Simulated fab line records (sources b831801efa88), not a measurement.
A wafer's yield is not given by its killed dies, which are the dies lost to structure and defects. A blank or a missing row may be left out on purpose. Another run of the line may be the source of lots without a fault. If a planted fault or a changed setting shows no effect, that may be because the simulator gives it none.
Matching of chambers    flow sky130    3 sister chambers for SKY_CONTACT_CVD_00 on pecvd-01
The step deposits Si3N4, target thk 75 nm. 18 wafers are shown with their chamber, then 9 later ones without.

WAFERS, EACH WITH ITS CHAMBER
wafer   chamber  heater_power_w (W)
L075.4  0        839
L075.5  1        750
L075.6  2        734
L078.3  0        814
L078.5  2        742
L078.6  0        804
L079.1  2        746
L079.4  1        675
L079.6  2        754
L080.1  0        924
L080.2  2        807
L080.6  2        795
L083.1  0        858
L083.3  1        663
L083.5  1        688
L086.1  2        699
L086.4  0        844
L086.6  1        654

SIGNATURES (means of the wafers above)
reading         chamber 0  chamber 1  chamber 2  scatter within a chamber
heater_power_w  847.17     686.00     753.86     39.1
Rule: a wafer lies at a distance from a chamber equal to the root of the sum of squares, over the readings, of (its reading less the chamber's mean, divided by the reading's scatter). If the next closest chamber is less than 2 further off than the closest, the wafer can't be placed; otherwise it belongs to the closest. The scatter is the square root of a quotient: the sum, over the shown wafers, of each reading's squared deviation from its chamber's mean, divided by wafers minus chambers.

WAFERS WHOSE CHAMBER IS MISSING
wafer   heater_power_w (W)
L088.1  874
L088.2  781
L088.3  761
L096.1  802
L096.2  806
L096.3  809
L096.4  794
L096.5  823
L096.6  797

WHICH CHAMBER EACH WENT THROUGH
wafer   from the rows above           in truth
L088.1  0                             0
L088.2  can't be placed: 2 or 0 or 1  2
L088.3  can't be placed: 2 or 1       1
L096.1  can't be placed: 0 or 2 or 1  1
L096.2  can't be placed: 0 or 2       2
L096.3  can't be placed: 0 or 2       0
L096.4  can't be placed: 2 or 0 or 1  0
L096.5  can't be placed: 0 or 2       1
L096.6  can't be placed: 2 or 0 or 1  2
Correctly placed: 1 of 9. Cannot be placed on the basis of these rows: 8; the candidates contain the true chamber in 7. Placed wrongly: 0.
